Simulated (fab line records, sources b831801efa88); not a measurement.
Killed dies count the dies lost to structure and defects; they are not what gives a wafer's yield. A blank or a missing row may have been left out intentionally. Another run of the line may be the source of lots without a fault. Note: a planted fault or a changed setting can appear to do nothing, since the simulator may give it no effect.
Struck lot and sound lot, side by side ; flow sky130 ; 18 steps out of a route of 708
Sound: wafers L223.1, L223.3, L223.5. The struck wafers were L216.1, L216.2, L216.3. Last of all comes the cause.
Order at every step that has rows: each side's tool, ch and its chambers, its first start. Under that, the readings that differ: sound wafers ; struck wafers ; difference of the means ; sigmas: that difference in standard deviations of wafers without a fault.
alike: readings whose means differ by less than 2 such deviations, and words and numbers that are the same on both sides. not compared: withheld readings, readings that some wafer has no value for, bounds like >300 that may hide the same value, and numbers for which the record gives no deviation and whose values overlap.
The two part at a step that has a row with sigmas, a row that says differs or no value, or rows on one side only. Numbers that don't overlap but have no deviation are shown without sigmas and don't part them. A reading missing from all wafers of one side parts the sides only when that side holds two or more wafers.

SKY_SONOS_ONO_OVL_MEAS_14:
  sound on overlay-02, day 16 18:05; struck on overlay-01, day 14 06:44
reading;sound;struck;difference;sigmas
SONOS_ONO_OVL (nm);2.9 2.7 1.6;-2.6 -1.6 -1.3;-4.2;-2
SKY_SONOS_ONO_ETCH_15: etches the open film in CHF3/O2, target depth 19.52 nm, time 7.8 s.
  sound on rie diel-04 ch 1,3, day 16 18:07; struck on rie diel-02 ch 0,1,2, day 14 06:46
  alike: drypump motor current A, oes product au, throttle valve pct
  not compared: rf hours counter h
then, 1 step without rows for these wafers: SKY_SONOS_ONO_WET_ETCH_16 (etches SiO2 in dHF, target depth 14 nm, time 280 s).
SKY_SONOS_ONO_STRIP_17: strips in O2/N2.
  sound on plasma asher-01 ch 0, day 16 18:13; struck on plasma asher-01 ch 0,1, day 14 06:52
  alike: drypump motor current A, o2 flow sccm, oes product au, strip time to endpoint s
  not compared: rf hours counter h
then, 3 steps without rows for these wafers: SKY_SONOS_ONO_WET_ETCH_18 (etches Si3N4 in H3PO4, target depth 15 nm, time 172 s); SKY_GATE_OXIDE_CLEAN_00 (cleans in SC1/SC2, time 150 s); SKY_GATE_OXIDE_OXIDATION_01 (stabilise 600 s, purge 300 s, target thk 10.268 nm).
SKY_GATE_OXIDE_THK_MEAS_02:
  sound on film metro-03, day 16 20:05; struck on film metro-03, day 14 08:55
  alike: GATE_OXIDE_OXIDATION_00_THK
then, 4 steps without rows for these wafers: SKY_GATE_OXIDE_DEHYDRATE_03 (time 60 s); SKY_GATE_OXIDE_HMDS_04 (prime time 60 s); SKY_GATE_OXIDE_COAT_05 (resist thk 1140 nm); SKY_GATE_OXIDE_SOFTBAKE_06 (time 60 s).
SKY_GATE_OXIDE_EXPOSE_07: exposes mask LVOM, target cd 600 nm.
  sound on iline stepper-02 ch 0, day 17 10:22; struck on iline stepper-01 ch 0, day 14 22:04
reading;sound;struck;difference;sigmas
model.GATE_OXIDE.overlay x nm (nm);0.3045 0.3045 0.3045;-92.7 -92.7 -92.7;-93.0;
  alike: mask
then, 2 steps without rows for these wafers: SKY_GATE_OXIDE_PEB_08; SKY_GATE_OXIDE_DEVELOP_09 (develop time 60 s).
SKY_GATE_OXIDE_OVL_MEAS_10:
  sound on overlay-02, day 18 00:55; struck on overlay-01, day 15 11:58
reading;sound;struck;difference;sigmas
GATE_OXIDE_OVL (nm);-0.1 2.7 1.5;-91.3 -91.8 -91.5;-92.9;-77
then, 2 steps without rows for these wafers: SKY_GATE_OXIDE_IMPLANT_11; SKY_PAD_OPEN_PROBE_99.

== WHERE THEY PART ==
Last at SKY_GATE_OXIDE_OVL_MEAS_10 as far as this record goes, first at SKY_SONOS_ONO_OVL_MEAS_14.

WHY: the cause the simulator had injected
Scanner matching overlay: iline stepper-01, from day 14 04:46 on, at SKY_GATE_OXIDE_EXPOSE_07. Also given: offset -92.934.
